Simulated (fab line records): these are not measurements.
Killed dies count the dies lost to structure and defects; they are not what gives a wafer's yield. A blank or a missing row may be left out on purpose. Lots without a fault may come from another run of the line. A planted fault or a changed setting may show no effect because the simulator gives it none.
A lot that was struck, set against a sound lot | flow sfq line | 20 steps out of a route of 325
Sound: wafers L710.1, L710.3, L710.5. Wafers struck: L721.2, L721.3, L721.5. The cause is given at the end.
Per side, at each step with rows, come the tool, then ch with its chambers, and then its first start. Under that, the readings that differ: sound wafers | struck wafers | difference of the means | sigmas: that difference in standard deviations of wafers without a fault.
alike: words and numbers the same on both sides, and readings whose means are apart by under 2 such deviations; not compared: readings that were withheld, readings missing a value for some wafer, numbers with overlapping values and no deviation given by the record, and bounds like >300 which may hide the same value.
Wherever a step has rows on one side only, a row that says differs or no value, or a row with sigmas, the two part there. Numbers that don't overlap but have no deviation are shown without sigmas and don't part them. A reading missing from all wafers of one side parts the sides only when that side holds two or more wafers.

first, 2 steps without rows for these wafers: SFQ_TRILAYER_I6_VIA_LITHO_PEB_172 (peb time 60 s); SFQ_TRILAYER_I6_VIA_LITHO_DEVELOP_171 (time 60 s).
SFQ_I6_OVL_MEAS_942:
  sound on overlay-01 at day 73 00:56; struck on overlay-02 at day 75 19:27
  alike: I6_OVL
SFQ_TRILAYER_I6_VIA_BARC_OPEN_VIA_ETCH_235: etches BARC in O2, target depth 125 nm, time 41.7 s.
  sound on rie diel-03 ch 1,2,3, day 73 00:59; struck on rie diel-01 ch 0,1,3, day 75 19:29
  alike: chamber pressure mTorr, drypump motor current A, oes product au
  not compared: rf hours counter h
SFQ_TRILAYER_I6_VIA_ETCH_VIA_ETCH_172: etches SiO2 in CHF3, stops on Nb, target depth 260 nm.
  sound on rie diel-03 ch 1,2,3, day 73 01:01; struck on rie diel-01 ch 0,1,3, day 75 19:31
  alike: chamber pressure mTorr, drypump motor current A, oes product au
SFQ_TRILAYER_I6_VIA_STRIP_STRIP_173: strips in O2.
  sound on rie metal-01 ch 0,1, day 73 01:08; struck on rie metal-02 ch 0,1, day 75 19:38
  alike: chamber pressure mTorr, drypump motor current A, oes product au
  not compared: rf hours counter h
then, 3 steps without rows for these wafers: SFQ_TRILAYER_I6_VIA_STRIP_SOLV_CLEAN_174 (cleans in NMP, time 600 s); SFQ_TRILAYER_M7_DEP_PRE_CLEAN_176 (time 22.5 s); SFQ_TRILAYER_M7_DEP_SPUTTER_175 (material Nb, target thk 200 nm, time 133.3 s).
SFQ_M7_RS_MEAS_943: uses a four-point probe to measure.
  sound on film metro-02 at day 73 02:01; struck on film metro-01 at day 75 20:32
  alike: M7_NB_RS
then, 1 step without rows for these wafers: SFQ_TRILAYER_M7_LITHO_COAT_182 (resist thk 62 nm).
SFQ_TRILAYER_M7_LITHO_COAT_177: resist thk 600 nm.
  sound on litho track-01 ch 0, day 73 02:30; struck on litho track-03 ch 0, day 75 21:03
  reading                                             | sound                | struck               | difference | sigmas
  spin speed rpm (rpm)                                | 2996.4 2999.7 2999.5 | 2783.1 2781.8 2780.8 | -216.6     | -99 or more
  model.KrF_of_TRILAYER_M7_LITHO_COAT_177.thk nm (nm) | 600.8 600.4 599.1    | 623.1 622.3 621.6    | +22.2      |
then, 4 steps without rows for these wafers: SFQ_TRILAYER_M7_LITHO_SOFTBAKE_181; SFQ_TRILAYER_M7_LITHO_EXPOSE_178 (exposes mask M7, target cd 500 nm); SFQ_TRILAYER_M7_LITHO_PEB_180 (peb time 60 s); SFQ_TRILAYER_M7_LITHO_DEVELOP_179 (time 60 s).
-- the record jumps here: 4 days lie between the struck wafers' starts before and after --
SFQ_M7_OVL_MEAS_945:
  sound on overlay-02 at day 77 00:14; struck on overlay-02 at day 80 07:26
  alike: M7_OVL
SFQ_TRILAYER_M7_BARC_OPEN_METAL_ETCH_229: etches BARC in O2, target depth 125 nm, time 41.7 s.
  sound on rie metal-02 ch 0,1, day 77 00:17; struck on rie metal-01 ch 0,1, day 80 07:28
  alike: chamber pressure mTorr, drypump motor current A, oes product au
  not compared: rf hours counter h
SFQ_TRILAYER_M7_ETCH_METAL_ETCH_180: etches Nb in Cl2/Ar, stops on SiO2, target depth 240 nm, time 120 s.
  sound on rie metal-02 ch 0,1, day 77 00:20; struck on rie metal-01 ch 0,1, day 80 07:31
  reading                                             | sound             | struck          | difference | sigmas
  model.KrF_of_TRILAYER_M7_LITHO_COAT_177.thk nm (nm) | 388.4 387.7 383.2 | 409.8 407 405.8 | +21.1      |
  alike: chamber pressure mTorr, drypump motor current A, oes product au
  not compared: rf hours counter h
SFQ_TRILAYER_M7_STRIP_STRIP_181: strips in O2.
  sound on rie metal-02 ch 0,1, day 77 00:28; struck on rie metal-01 ch 0,1, day 80 07:39
  alike: chamber pressure mTorr, drypump motor current A, oes product au
  not compared: rf hours counter h

WHERE THEY PART
Only at SFQ_TRILAYER_M7_LITHO_COAT_177, as far as this record shows. Later steps at which nothing parts them and some readings are alike: SFQ_M7_OVL_MEAS_945, SFQ_TRILAYER_M7_BARC_OPEN_METAL_ETCH_229, SFQ_TRILAYER_M7_ETCH_METAL_ETCH_180, SFQ_TRILAYER_M7_STRIP_STRIP_181.

WHY: whatever the simulator had introduced
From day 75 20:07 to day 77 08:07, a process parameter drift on litho track-03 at SFQ_TRILAYER_M7_LITHO_COAT_177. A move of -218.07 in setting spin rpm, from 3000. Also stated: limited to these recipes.
